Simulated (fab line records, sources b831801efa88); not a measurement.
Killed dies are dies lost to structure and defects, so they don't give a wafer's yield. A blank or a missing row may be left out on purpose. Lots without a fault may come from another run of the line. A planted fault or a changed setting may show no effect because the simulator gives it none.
fab line records | flow gf180mcu
record lots=14 wafers=41 last_day=34
route steps=602 shown V1@338 M2@376
lots that met no fault: from a run of the same line without faults
start_h: hours from the record's first day to the start of the lot's first wafer shown | wait_h: hours since the lot's step before | " the same as in the row above | L1.1+2: a row that stands for several wafers | - no value, or no start given | * or withheld: withheld | < > ~ a bound
route shown NAME@n: a module of which the file shows steps, and the number in the route of the first | usual: mean/standard deviation of fault-free wafers | same: alike in all rows | chamber/n: place in a boat | sites: the reading at each site | _std_site: their standard deviation | _edge_site: outer sites' mean less inner sites' | radius_mm: how far each site lies from the wafer's centre | mask NAME#n: copy n | behind: the tool/chamber that last shaped the wafer | hold: why the lot was held/for how many hours/how that ended | device: the transistor (n, p or np) that didn't switch | end of line: the same wafers' tests at the end of the route | a step without rows: its recipe alone | killed: dies lost to structure and defects at the first sort, not the wafer's yield | map: a wafer's dies, x killed, . not, _ none there
set.NAME: the setting as run; set.NAME@STEP: as run at that earlier step | model.NAME: the simulator's own value behind a step, which no gauge read
steps of the route over a sample of lots; a table a step, a row a wafer
services: from which hour (start_h, from the record's first day; less than 0 if before it) a tool's chamber was out of use, for how many hours, and why
## steps
# step GF_V1_THK_MEAS_03
# recipe reads=SiO2_of_V1_CVD_02
# usual V1_CVD_02_THK=842/12
# columns lot.wafer tool chamber start_h wait_h V1_CVD_02_THK[nm]
L312.1 film_metro-04 - 374.35 0.0 866
L312.2 " - " " 850
L312.6 " - " " 856
L313.2 film_metro-03 - 406.03 0.0 849
L313.3 " - " " 845
L313.4 " - " " 876
L314.1 film_metro-03 - 421.97 0.0 831
L314.2 " - " " 837
L314.3 " - " " 828
L315.1 film_metro-04 - 423.81 0.0 824
L315.3 " - " " 823
L315.5 " - " " 838
L316.1 film_metro-03 - 439.19 0.0 849
L316.4 " - " " 851
L316.5 " - " " 848
L317.1 film_metro-03 - 451.64 0.0 833
L317.4 " - " " 854
L317.5 " - " " 845
L318.1 film_metro-03 - 458.44 0.0 831
L318.2 " - " " 841
L318.3 " - " " 837
L320.3 film_metro-02 - 471.52 0.1 839
L320.4 " - " " 862
L320.5 " - " " 866
L321.1 film_metro-04 - 474.40 0.0 824
L321.3 " - " " 820
L321.6 " - " " 831
L322.3 film_metro-03 - 492.93 0.1 833
L322.5 " - " " 856
L322.6 " - " " 852
L325.2 film_metro-03 - 505.08 0.0 839
L325.3 " - " " 834
L325.5 " - " " 849
L329.5 film_metro-04 - 540.09 0.0 856
L329.6 " - " " 854
L332.1 film_metro-03 - 562.48 0.0 829
L332.3 " - " " 838
L332.4 " - " " 843
L333.2 film_metro-04 - 574.67 0.0 850
L333.4 " - " " 861
L333.6 " - " " 855
# step GF_V1_CVD_23
# recipe material=W target_thk_nm=350 time_s=105.05 temp_c=400 pressure_torr=40
# usual heater_power_outer_w=515/66 heater_power_w=837/100
# columns lot.wafer tool chamber start_h wait_h heater_power_outer_w heater_power_w since_wet_clean_h
L312.1 cvd_w-01 0 398.71 0.0 599 967 495
L312.2 " 1 " " 501 856 495
L312.6 " 1 " " 495 889 -
L313.2 cvd_w-02 0 431.76 0.0 431 707 28
L313.3 " 0 " " 425 705 -
L313.4 " 1 " " 506 769 -
L314.1 cvd_w-01 0 448.14 0.0 595 991 544
L314.2 " 1 " " 499 883 544
L314.3 " 1 " " 501 844 -
L315.1 cvd_w-01 0 449.74 0.0 594 935 546
L315.3 " 1 " " 488 875 -
L315.5 " 1 " " 502 849 -
L316.1 cvd_w-02 0 465.38 0.0 423 704 61
L316.4 " 0 " " 412 697 -
L316.5 " 0 " " 426 700 -
L317.1 cvd_w-01 1 477.99 0.0 502 848 574
L317.4 " 1 " " 513 874 -
L317.5 " 1 " " 499 843 -
L318.1 cvd_w-02 1 483.98 0.0 512 740 80
L318.2 " 0 " " 420 723 80
L318.3 " 1 " " 533 765 -
L320.3 cvd_w-01 0 496.28 0.1 596 947 -
L320.4 " 1 " " 504 876 -
L320.5 " 0 " " 612 966 -
L321.1 cvd_w-01 1 499.78 0.0 500 858 596
L321.3 " 1 " " 495 866 -
L321.6 " 0 " " 597 944 -
L322.3 cvd_w-01 0 518.18 0.1 609 988 -
L322.5 " 0 " " 618 945 -
L322.6 " 1 " " 497 883 -
L325.2 cvd_w-01 1 529.57 0.0 497 855 626
L325.3 " 0 " " 613 993 -
L325.5 " 1 " " 516 861 -
L329.5 cvd_w-01 0 563.26 0.1 595 959 -
L329.6 " 1 " " 499 889 -
L332.1 cvd_w-01 0 585.73 0.0 606 969 682
L332.3 " 0 " " 619 964 -
L332.4 " 1 " " 507 848 -
L333.2 cvd_w-01 0 597.62 0.0 625 972 694
L333.4 " 1 " " 503 873 -
L333.6 " 1 " " 501 845 -
# step GF_M2_CD_MEAS_14
# recipe target_cd_nm=280
# usual cd_nm=280.0/1.2
# columns lot.wafer tool chamber start_h wait_h cd_nm
L312.1 cd_sem-01 - 423.17 0.1 279.4
L312.2 " - " " 280.2
L312.6 " - " " 280.2
L313.2 cd_sem-02 - 457.09 0.1 279.0
L313.3 " - " " 280.2
L313.4 " - " " 278.5
L314.1 cd_sem-02 - 472.98 0.1 279.5
L314.2 " - " " 280.2
L314.3 " - " " 281.2
L315.1 cd_sem-02 - 474.77 0.1 279.3
L315.3 " - " " 279.6
L315.5 " - " " 279.4
L316.1 cd_sem-02 - 490.67 0.1 279.2
L316.4 " - " " 278.3
L316.5 " - " " 278.2
L317.1 cd_sem-02 - 502.43 0.1 279.0
L317.4 " - " " 279.4
L317.5 " - " " 279.0
L318.1 cd_sem-02 - 508.92 0.1 277.0
L318.2 " - " " 278.9
L318.3 " - " " 278.4
L320.3 cd_sem-01 - 521.16 0.1 280.8
L320.4 " - " " 281.9
L320.5 " - " " 282.4
L321.1 cd_sem-02 - 523.98 0.1 280.2
L321.3 " - " " 280.5
L321.6 " - " " 280.6
L322.3 cd_sem-01 - 542.07 0.1 279.7
L322.5 " - " " 279.5
L322.6 " - " " 280.6
L325.2 cd_sem-01 - 552.84 0.1 281.1
L325.3 " - " " 279.8
L325.5 " - " " 280.9
L329.5 cd_sem-02 - 585.51 0.1 280.2
L329.6 " - " " 279.6
L332.1 cd_sem-02 - 607.93 0.1 282.5
L332.3 " - " " 281.1
L332.4 " - " " 282.5
L333.2 cd_sem-02 - 618.95 0.1 281.2
L333.4 " - " " 281.7
L333.6 " - " " 281.3
# step GF_M2_METAL_ETCH_16
# recipe chemistry=Cl2/BCl3 mask_material=KrF target_depth_nm=750.8 stop_on=SiO2 pressure_mtorr=8 icp_w=800 bias_w=140 Cl2_flow_sccm=80 bcl3_flow_sccm=40 time_s=125.1
# usual drypump_motor_current_A=5.7/0.64 oes_product_au=0.990/0.0067 throttle_valve_pct=28.230/0.01
# columns lot.wafer tool chamber start_h wait_h drypump_motor_current_A oes_product_au rf_hours_counter_h throttle_valve_pct
L312.1 rie_metal-04 1 423.33 0.0 4.8 0.994 11 28.224
L312.2 " 1 " " 4.9 0.995 - 28.229
L312.6 " 1 " " 4.9 0.991 - 28.218
L313.2 rie_metal-02 1 457.23 0.0 6.2 0.996 7 28.222
L313.3 " 1 " " 6.2 0.998 - 28.232
L313.4 " 0 " " 5.8 0.976 - 28.231
L314.1 rie_metal-03 1 473.14 0.0 6.5 1.004 13 28.211
L314.2 " 0 " " 4.8 0.986 2 28.223
L314.3 " 0 " " 4.8 0.983 - 28.237
L315.1 rie_metal-03 1 474.93 0.0 6.5 0.993 13 28.232
L315.3 " 0 " " 4.8 0.992 - 28.254
L315.5 " 1 " " 6.5 0.994 - 28.223
L316.1 rie_metal-02 1 490.83 0.0 6.2 0.989 8 28.213
L316.4 " 1 " " 6.2 1.002 - 28.223
L316.5 " 1 " " 6.2 0.999 - 28.220
L317.1 rie_metal-02 1 502.59 0.0 6.2 1.000 8 28.231
L317.4 " 0 " " 5.8 0.989 - 28.243
L317.5 " 0 " " 5.8 0.975 - 28.252
L318.1 rie_metal-03 1 509.08 0.0 6.5 1.000 14 28.226
L318.2 " 0 " " 4.8 0.991 3 28.227
L318.3 " 1 " " 6.5 0.996 - 28.232
L320.3 rie_metal-04 1 521.32 0.1 4.8 0.993 - 28.218
L320.4 " 0 " " 6.2 0.993 - 28.244
L320.5 " 0 " " 6.1 0.991 - 28.221
L321.1 rie_metal-02 1 524.14 0.0 6.2 0.990 9 28.225
L321.3 " 0 " " 5.8 0.991 - 28.248
L321.6 " 0 " " 5.8 0.978 - 28.232
L322.3 rie_metal-04 0 542.23 0.1 6.2 0.991 - 28.233
L322.5 " 1 " " 4.8 0.986 - 28.233
L322.6 " 0 " " 6.2 0.991 - 28.218
L325.2 rie_metal-02 0 552.98 0.0 5.8 0.972 6 28.230
L325.3 " 1 " " 6.2 0.989 - 28.209
L325.5 " 0 " " 5.8 0.881 - 28.353
L329.5 rie_metal-02 0 585.67 0.1 5.8 0.886 - 28.368
L329.6 " 1 " " 6.2 0.992 - 28.219
L332.1 rie_metal-04 0 608.09 0.0 6.1 0.989 5 28.224
L332.3 " 0 " " 6.1 0.995 - 28.241
L332.4 " 1 " " 4.8 0.990 - 28.227
L333.2 rie_metal-03 0 619.09 0.0 4.8 0.991 7 28.242
L333.4 " 0 " " 4.8 0.988 - 28.219
L333.6 " 1 " " 6.5 0.990 - 28.219
# step GF_M2_STRIP_17
# recipe chemistry=O2/N2 power_w=1400 pressure_mtorr=1500 platen_temp_c=250 o2_flow_sccm=3000 n2_flow_sccm=300 overash_fraction=0.5
# usual drypump_motor_current_A=6.2/0.4 heater_power_w=336/22 oes_product_au=0.537/0.0048 strip_time_to_endpoint_s=7.37/0.064
# columns lot.wafer tool chamber start_h wait_h drypump_motor_current_A heater_power_w oes_product_au rf_hours_counter_h strip_time_to_endpoint_s
L312.1 plasma_asher-03 1 423.59 0.2 6.5 337 0.533 64 7.32
L312.2 " 0 " " 6.7 310 0.537 64 7.35
L312.6 " 1 " " 6.6 347 0.534 - 7.36
L313.2 plasma_asher-01 0 457.36 0.1 6.3 355 0.537 79 7.32
L313.3 " 1 " " 6.2 318 0.533 - 7.32
L313.4 " 0 " " 6.3 355 0.541 - 7.45
L314.1 plasma_asher-02 0 473.27 0.1 5.6 374 0.529 37 7.31
L314.2 " 1 " " 5.8 311 0.541 37 7.34
L314.3 " 0 " " 5.6 374 0.542 - 7.35
L315.1 plasma_asher-03 0 475.06 0.1 6.7 305 0.536 70 7.29
L315.3 " 0 " " 6.7 317 0.536 - 7.33
L315.5 " 0 " " 6.7 316 0.534 - 7.30
L316.1 plasma_asher-01 0 491.09 0.2 6.3 351 0.531 83 7.27
L316.4 " 1 " " 6.3 324 0.533 - 7.29
L316.5 " 0 " " 6.3 350 0.539 - 7.30
L317.1 plasma_asher-03 1 502.72 0.1 6.6 346 0.531 73 7.25
L317.4 " 1 " " 6.5 341 0.535 - 7.37
L317.5 " 0 " " 6.7 301 0.542 - 7.40
L318.1 plasma_asher-01 1 509.21 0.1 6.3 318 0.536 85 7.39
L318.2 " 0 " " 6.3 341 0.543 85 7.46
L318.3 " 0 " " 6.3 354 0.535 - 7.39
L320.3 plasma_asher-01 0 521.44 0.1 6.2 349 0.536 - 7.32
L320.4 " 1 " " 6.2 319 0.544 - 7.37
L320.5 " 1 " " 6.2 314 0.540 - 7.45
L321.1 plasma_asher-03 0 524.27 0.1 6.7 314 0.531 75 7.32
L321.3 " 0 " " 6.7 308 0.537 - 7.41
L321.6 " 0 " " 6.7 313 0.542 - 7.40
L322.3 plasma_asher-01 0 542.35 0.1 6.3 349 0.537 - 7.31
L322.5 " 1 " " 6.2 328 0.536 - 7.35
L322.6 " 0 " " 6.3 354 0.545 - 7.34
L325.2 plasma_asher-03 1 553.11 0.1 6.6 348 0.542 79 7.48
L325.3 " 1 " " 6.5 334 0.529 - 7.38
L325.5 " 0 " " 6.7 308 0.565 - 8.01
L329.5 plasma_asher-02 1 585.78 0.1 5.8 322 0.561 - 7.97
L329.6 " 0 " " 5.6 367 0.538 - 7.32
L332.1 plasma_asher-02 1 608.22 0.1 5.8 317 0.540 51 7.37
L332.3 " 0 " " 5.6 378 0.536 - 7.33
L332.4 " 1 " " 5.8 316 0.536 - 7.34
L333.2 plasma_asher-03 1 619.22 0.1 6.5 344 0.540 86 7.37
L333.4 " 0 " " 6.7 310 0.535 - 7.38
L333.6 " 0 " " 6.7 318 0.540 - 7.47
## services
# columns tool chamber start_h hours kind
plasma_asher-01 - 377.50 1.4 repair
rie_metal-02 1 379.75 12.3 repair
cvd_w-02 - 390.00 14.0 pm
cvd_w-02 0 390.00 14.0 vent_cycle
cvd_w-02 1 390.00 14.0 vent_cycle
plasma_asher-02 - 392.26 2.4 repair
cvd_w-02 - 404.00 14.6 pm
rie_metal-04 0 410.72 - clean
rie_metal-04 0 410.72 - consumable_replace:focus_ring
rie_metal-04 0 410.72 13.8 scheduled_down
rie_metal-04 0 410.72 13.8 vent_cycle
cvd_w-01 0 413.27 5.1 repair
rie_metal-04 1 478.13 - clean
rie_metal-04 1 478.13 27.6 scheduled_down
rie_metal-04 1 478.13 27.6 vent_cycle
rie_metal-02 0 490.27 8.4 repair
rie_metal-04 - 516.64 0.1 repair
rie_metal-03 1 524.55 - clean
rie_metal-03 1 524.55 13.9 scheduled_down
rie_metal-03 1 524.55 13.9 vent_cycle
rie_metal-03 1 555.65 14.5 repair
cvd_w-02 1 592.29 7.6 repair
plasma_asher-02 - 611.35 2.8 pm
cvd_w-01 - 614.24 1.6 repair
## key
first_sign step=GF_M2_METAL_ETCH_16 reading=oes_product_au direction=down sigmas=16 usual=0.990 struck=0.884
effect step=GF_M2_METAL_ETCH_16 reading=throttle_valve_pct direction=up sigmas=13 usual=28.230 struck=28.360
effect step=GF_M2_STRIP_17 reading=strip_time_to_endpoint_s direction=up sigmas=9.7 usual=* struck=*
met_at GF_M2_METAL_ETCH_16
struck_lots L325,L329
struck_wafers L325.5,L329.5
sort_left_out L325.5,L329.5
not_acting_at GF_V1_THK_MEAS_03,GF_V1_CVD_23,GF_M2_CD_MEAS_14
onset_between 524.14 552.98
fault kind=process_parameter_drift tool=rie_metal-02 chamber=- onset_h=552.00 steps=GF_M2_METAL_ETCH_16 channel=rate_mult offset=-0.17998 shape=step end_h=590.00 scope=struck_wafers_only
# sort_left_out: the simulated sort isn't trusted on such a fault, so these wafers' sort isn't shown, and their yield isn't known
